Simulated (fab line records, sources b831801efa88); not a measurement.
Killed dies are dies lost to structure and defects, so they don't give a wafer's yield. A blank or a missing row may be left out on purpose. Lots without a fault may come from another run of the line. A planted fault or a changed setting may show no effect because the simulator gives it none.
A struck lot beside a sound one | flow sfq_line | 42 steps out of a route of 325
Sound: wafers L838.2, L838.3, L838.4. Struck: wafers L846.1, L846.5, L846.6. The cause comes at the end.
At each step with rows: each side's tool, then ch and its chambers, then its first start. Under that, the readings that differ: sound wafers | struck wafers | difference of the means | sigmas: that difference in standard deviations of wafers without a fault.
alike: readings whose means differ by less than 2 such deviations, and words and numbers that are the same on both sides. not compared: withheld readings, readings that some wafer has no value for, bounds like >300 that may hide the same value, and numbers for which the record gives no deviation and whose values overlap.
The two part at a step that has a row with sigmas, a row that says differs or no value, or rows on one side only. Numbers that don't overlap but have no deviation are shown without sigmas and don't part them. A reading that every wafer of one side lacks parts them only if that side has two wafers or more.

first, 6 steps without rows for these wafers: SFQ_TRILAYER_I1_VIA_LITHO_COAT_054 (resist thk 62 nm); SFQ_TRILAYER_I1_VIA_LITHO_COAT_049 (resist thk 650 nm); SFQ_TRILAYER_I1_VIA_LITHO_SOFTBAKE_053; SFQ_TRILAYER_I1_VIA_LITHO_EXPOSE_050 (exposes mask I1, target cd 500 nm); SFQ_TRILAYER_I1_VIA_LITHO_PEB_052 (peb time 60 s); SFQ_TRILAYER_I1_VIA_LITHO_DEVELOP_051 (time 60 s).
SFQ_I1_OVL_MEAS_913:
  sound on overlay-02, day 37 18:41; struck on overlay-01, day 39 20:01
  alike: I1_OVL
SFQ_TRILAYER_I1_VIA_BARC_OPEN_VIA_ETCH_071: etches BARC in O2, target depth 125 nm, time 41.7 s.
  sound on rie_diel-03 ch 0,2,3, day 37 18:43; struck on rie_diel-04 ch 1,2, day 39 20:03
  alike: drypump_motor_current_A, oes_product_au
  not compared: rf_hours_counter_h
then, 1 step without rows for these wafers: SFQ_TRILAYER_I1_VIA_ETCH_VIA_ETCH_052 (etches SiO2 in CHF3, stops on Nb, target depth 260 nm).
SFQ_TRILAYER_I1_VIA_STRIP_STRIP_053: strips in O2.
  sound on rie_metal-02 ch 0,1, day 37 18:53; struck on rie_metal-01 ch 0,1, day 39 20:12
  alike: drypump_motor_current_A, oes_product_au
  not compared: rf_hours_counter_h
then, 2 steps without rows for these wafers: SFQ_TRILAYER_I1_VIA_STRIP_SOLV_CLEAN_054 (cleans in NMP, time 600 s); SFQ_TRILAYER_M2_DEP_PRE_CLEAN_056 (time 22.5 s).
SFQ_TRILAYER_M2_DEP_SPUTTER_055: material Nb, target thk 200 nm, time 133.3 s.
  sound on pvd_sputter-06, day 37 19:42; struck on pvd_sputter-03, day 39 21:01
  reading                                             | sound         | struck            | difference | sigmas
  model.Nb_of_TRILAYER_M2_DEP_SPUTTER_055.thk_nm (nm) | 199.8 201 200 | 147.9 147.7 151.1 | -51.4      |
  alike: throttle_valve_pct
SFQ_M2_RS_MEAS_914: measures by four-point-probe.
  sound on film_metro-04, day 37 19:49; struck on film_metro-01, day 39 21:06
  reading           | sound             | struck            | difference | sigmas
  M2_NB_RS (ohm/sq) | 0.890 0.883 0.887 | 1.210 1.211 1.183 | +0.315     | +29
then, 6 steps without rows for these wafers: SFQ_TRILAYER_M2_LITHO_COAT_062 (resist thk 62 nm); SFQ_TRILAYER_M2_LITHO_COAT_057 (resist thk 600 nm); SFQ_TRILAYER_M2_LITHO_SOFTBAKE_061; SFQ_TRILAYER_M2_LITHO_EXPOSE_058 (exposes mask M2, target cd 500 nm); SFQ_TRILAYER_M2_LITHO_PEB_060 (peb time 60 s); SFQ_TRILAYER_M2_LITHO_DEVELOP_059 (time 60 s).
-- the record jumps here: 6 days lie between the struck wafers' starts before and after --
SFQ_M2_OVL_MEAS_916:
  sound on overlay-01, day 44 10:17; struck on overlay-02, day 46 06:28
  reading     | sound  | struck     | difference | sigmas
  M2_OVL (nm) | 2 -2 0 | -7 -15 -16 | -13        | -2
then, 1 step without rows for these wafers: SFQ_TRILAYER_M2_BARC_OPEN_METAL_ETCH_077 (etches BARC in O2, target depth 125 nm, time 41.7 s).
SFQ_TRILAYER_M2_ETCH_METAL_ETCH_060: etches Nb in Cl2/Ar, stops on SiO2, target depth 240 nm, time 120 s.
  sound on rie_metal-01 ch 0,1, day 44 10:22; struck on rie_metal-01 ch 0,1, day 46 06:34
  reading               | sound             | struck            | difference | sigmas
  oes_product_au (a.u.) | 0.903 0.900 0.890 | 0.758 0.767 0.764 | -0.135     | -18
  alike: drypump_motor_current_A
  not compared: rf_hours_counter_h
SFQ_TRILAYER_M2_STRIP_STRIP_061: strips in O2.
  sound on rie_metal-01 ch 0,1, day 44 10:29; struck on rie_metal-01 ch 0,1, day 46 06:41
  alike: drypump_motor_current_A, oes_product_au
  not compared: rf_hours_counter_h
then, 1 step without rows for these wafers: SFQ_TRILAYER_M2_STRIP_SOLV_CLEAN_062 (cleans in NMP, time 600 s).
SFQ_TRILAYER_I2_DEP_PECVD_063: deposits SiO2 from SiH4/N2O, time 111.11 s, target thk 500 nm.
  sound on pecvd-02 ch 0,1,2, day 44 11:16; struck on pecvd-03 ch 0,1,2, day 46 07:28
  alike: heater_power_outer_w, heater_power_w, throttle_valve_pct
SFQ_TRILAYER_I2_CMP_CMP_064: polishes SiO2.
  sound on cmp-01 ch 0,1,3, day 44 11:20; struck on cmp-02 ch 0,1,2, day 46 18:26
  alike: motor_current_A, time_to_endpoint_s
SFQ_I2_BOW_MEAS_917:
  sound on film_metro-02, day 44 14:22; struck on film_metro-02, day 46 19:56
  alike: I2_BOW
then, 7 steps without rows for these wafers: SFQ_TRILAYER_I2_METRO_MEASURE_065; SFQ_TRILAYER_I2_VIA_LITHO_COAT_072 (resist thk 62 nm); SFQ_TRILAYER_I2_VIA_LITHO_COAT_067 (resist thk 650 nm); SFQ_TRILAYER_I2_VIA_LITHO_SOFTBAKE_071; SFQ_TRILAYER_I2_VIA_LITHO_EXPOSE_068 (exposes mask I2, target cd 500 nm); SFQ_TRILAYER_I2_VIA_LITHO_PEB_070 (peb time 60 s); SFQ_TRILAYER_I2_VIA_LITHO_DEVELOP_069 (time 60 s).
-- the record jumps here: 6 days lie between the struck wafers' starts before and after --
SFQ_I2_OVL_MEAS_918:
  sound on overlay-02, day 50 16:50; struck on overlay-01, day 52 20:34
  alike: I2_OVL
then, 5 steps without rows for these wafers: SFQ_TRILAYER_I2_VIA_BARC_OPEN_VIA_ETCH_096 (etches BARC in O2, target depth 125 nm, time 41.7 s); SFQ_TRILAYER_I2_VIA_ETCH_VIA_ETCH_070 (etches SiO2 in CHF3, stops on Nb, target depth 260 nm); SFQ_TRILAYER_I2_VIA_STRIP_STRIP_071 (strips in O2); SFQ_TRILAYER_I2_VIA_STRIP_SOLV_CLEAN_072 (cleans in NMP, time 600 s); SFQ_TRILAYER_M3_DEP_PRE_CLEAN_074 (time 22.5 s).
-- the record jumps here: 48 days lie between the struck wafers' starts before and after --
SFQ_M8_BOW_MEAS_951:
  sound on film_metro-01, day 96 02:56; struck on film_metro-01, day 101 02:56
  reading                 | sound                | struck            | difference | sigmas
  M8_BOW (um)             | 26 15 6              | -13 -1 -6         | -22        | -2
  model.etest.m2.ohm_um   | 1.785 1.773 1.78     | 2.421 2.418 2.368 | +0.623     |
  model.etest.i1.link_ohm | 1.952 1.957 1.956    | 2.344 2.343 2.306 | +0.376     |
  model.etest.i2.link_ohm | 1.951 1.945 1.94     | 2.296 2.292 2.275 | +0.342     |
  model.etest.m2.ohm_sq   | 0.8906 0.8854 0.8898 | 1.204 1.205 1.177 | +0.307     |

WHERE THEY PART
First at SFQ_M2_RS_MEAS_914; last, within this record, at SFQ_M8_BOW_MEAS_951.

WHY: what the simulator had put in
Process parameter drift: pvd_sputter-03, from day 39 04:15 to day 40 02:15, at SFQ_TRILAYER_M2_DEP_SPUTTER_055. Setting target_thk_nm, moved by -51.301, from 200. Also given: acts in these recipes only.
